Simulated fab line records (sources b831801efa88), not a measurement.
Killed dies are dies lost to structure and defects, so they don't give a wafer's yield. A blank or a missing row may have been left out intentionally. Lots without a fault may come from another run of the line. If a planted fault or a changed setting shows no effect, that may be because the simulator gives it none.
Problem report in the 8D (eight disciplines) form, filled by code + flow sky130 + the parts of the form that need people (team, actions taken, sign-off) are left out

== 1. THE PROBLEM ==
Wafers without a fault read 89.13 s, standard deviation 0.18; run length s at SKY_RES_XHIGH_SOFTBAKE_03 reads a mean of 98.85 s on 2 wafers belonging to 2 lots. That is +54 standard deviations from the usual mean.
The step: time 60 s.
Earliest sighting: wafer L191.1 on litho track-04 at day 31 10:13. The record has a number at this step for 42 wafers belonging to 14 lots. Rule for "out", or "out of limits": more than 4 standard deviations from the usual mean. Any other wafer with a number is counted as sound.

== 2. WHAT THIS IS AND IS NOT ==
| question                    | is                | is not                                                                                 |
|-----------------------------|-------------------|----------------------------------------------------------------------------------------|
| which readings at this step | run length s      | -                                                                                      |
| which lots                  | L191, L192        | L176, L177, L178, L179, L180, L181, L183, L184, L189, L194, L195, L197                 |
| which wafers of those lots  | L191.1, L192.4    | L191.3, L191.5, L192.5, L192.6                                                         |
| read on which tools         | litho track-04    | litho track-02, litho track-03                                                         |
| when                        | from day 31 10:13 | up to then (29 sound wafers); but 11 sound wafers of L192, L194, L195, L197 came after |

== 3. WHAT RULES OUT EACH SUSPECT ==
Counting: a tool at a process step up to the reading stays a suspect if it ran every lot that is out. Sound lots after the first of them don't rule it out here, since some wafers of a struck lot are sound.
- litho track-04 at SKY_RES_XHIGH_SOFTBAKE_03 (time 60 s): kept. Ran every lot that is out, first one L191 (day 31 10:13); last sound lot up to then L189 (day 31 04:07). Out on those wafers are its own readings of run length s.
Left after counting: litho track-04 at SKY_RES_XHIGH_SOFTBAKE_03.

== 4. THE CAUSE (what the simulator had put in) ==
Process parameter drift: litho track-04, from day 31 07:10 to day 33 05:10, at SKY_RES_XHIGH_SOFTBAKE_03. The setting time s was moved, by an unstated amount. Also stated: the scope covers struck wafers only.
After counting, this tool was the only one left.

== 5. THE EFFECT CHAIN, in route order ==
One row per reading whose mean, taken over the struck wafers that have a number, lies over 3 standard deviations from the usual. Scope: only readings with a usual standard deviation given in the record; hours: median across lots of the time from each lot's start at the first step in this table that gives one to its start at this step; sigmas: change in usual standard deviations.
| hours | step                      | reading      | usual   | on struck wafers | change | sigmas |
|-------|---------------------------|--------------|---------|------------------|--------|--------|
| 0     | SKY_RES_XHIGH_SOFTBAKE_03 | run length s | 89.13 s | 98.85            | +9.72  | +54    |
Its process steps:
- SKY_RES_XHIGH_SOFTBAKE_03: time 60 s.

== 6. HOW IT WOULD HAVE BEEN CAUGHT EARLIER ==
First out-of-limits reading in this record: day 31 10:13, which is 3 hours after fault onset at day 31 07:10.
